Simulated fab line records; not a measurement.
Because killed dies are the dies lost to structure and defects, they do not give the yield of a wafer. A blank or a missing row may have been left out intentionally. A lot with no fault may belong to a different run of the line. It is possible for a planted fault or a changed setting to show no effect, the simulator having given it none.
The tool behind it: which one? :: flow sfq line :: 7 lots with 21 wafers sampled at 3 steps, on a route of 325 steps

WHAT EACH GAUGE READ, for each wafer
SFQ_M7_RS_MEAS_943: the measuring method here is four-point-probe.
lot: L863
measured: day 68 15:32
on: film metro-04
M7_NB_RS (ohm/sq): 0.891 0.890 0.881

lot: L866
measured: day 69 05:55
on: film metro-02
M7_NB_RS (ohm/sq): 0.883 0.873 0.876

lot: L868
measured: day 72 20:25
on: film metro-02
M7_NB_RS (ohm/sq): 0.886 0.877 0.883

lot: L870
measured: day 73 01:07
on: film metro-01
M7_NB_RS (ohm/sq): 0.887 0.887 0.882

lot: L874
measured: day 74 00:25
on: film metro-02
M7_NB_RS (ohm/sq): 0.881 0.889 0.885

lot: L879
measured: day 78 11:44
on: film metro-01
M7_NB_RS (ohm/sq): 0.893 0.881 0.887

lot: L885
measured: day 80 01:42
on: film metro-04
M7_NB_RS (ohm/sq): 0.869 0.869 0.882

TOOL THAT RAN EACH LOT (tool first, then ch and the chambers of the sampled wafers, then the start)
lot: L863
SFQ_TRILAYER_I0_VIA_STRIP_STRIP_035: rie metal-04 ch 1, day 13 00:41
SFQ_TRILAYER_M7_DEP_SPUTTER_175: pvd sputter-06, day 68 15:25

lot: L866
SFQ_TRILAYER_I0_VIA_STRIP_STRIP_035: rie metal-04 ch 0,1, day 13 16:19
SFQ_TRILAYER_M7_DEP_SPUTTER_175: pvd sputter-03, day 69 05:49

lot: L868
SFQ_TRILAYER_I0_VIA_STRIP_STRIP_035: rie metal-04 ch 0,1, day 13 22:19
SFQ_TRILAYER_M7_DEP_SPUTTER_175: pvd sputter-06, day 72 20:19

lot: L870
SFQ_TRILAYER_I0_VIA_STRIP_STRIP_035: rie metal-04 ch 0,1, day 14 16:00
SFQ_TRILAYER_M7_DEP_SPUTTER_175: pvd sputter-05, day 73 01:02

lot: L874
SFQ_TRILAYER_I0_VIA_STRIP_STRIP_035: rie metal-02 ch 0,1, day 15 16:45
SFQ_TRILAYER_M7_DEP_SPUTTER_175: pvd sputter-05, day 74 00:20

lot: L879
SFQ_TRILAYER_I0_VIA_STRIP_STRIP_035: rie metal-04 ch 1, day 16 20:21
SFQ_TRILAYER_M7_DEP_SPUTTER_175: pvd sputter-03, day 78 11:38

lot: L885
SFQ_TRILAYER_I0_VIA_STRIP_STRIP_035: rie metal-02 ch 0,1, day 18 00:00
SFQ_TRILAYER_M7_DEP_SPUTTER_175: pvd sputter-03, day 80 01:33
- SFQ_TRILAYER_I0_VIA_STRIP_STRIP_035: strips in O2.
- SFQ_TRILAYER_M7_DEP_SPUTTER_175: material Nb, target thk 200 nm, time 133.3 s.

THE ANSWER, worked out from the rows above alone
Rule: usual is defined by the lots themselves. The widest of any qualifying gaps counts: lots, ordered by their means at a reading, are off when they make up no more than a third of the lots, leave a main group of 4 or more, and stand apart from it by 3 or more times the standard deviation of that group's means. A main group is skipped when, at the precision printed for the reading in the tables above, its means are all equal. A lot without any number at a reading at which 4 lots or more have one is off too. All remaining lots with rows at the step are treated as sound.
No lot is off at any reading shown: from this, nothing can be told.

WHAT THE SIMULATOR PUT IN
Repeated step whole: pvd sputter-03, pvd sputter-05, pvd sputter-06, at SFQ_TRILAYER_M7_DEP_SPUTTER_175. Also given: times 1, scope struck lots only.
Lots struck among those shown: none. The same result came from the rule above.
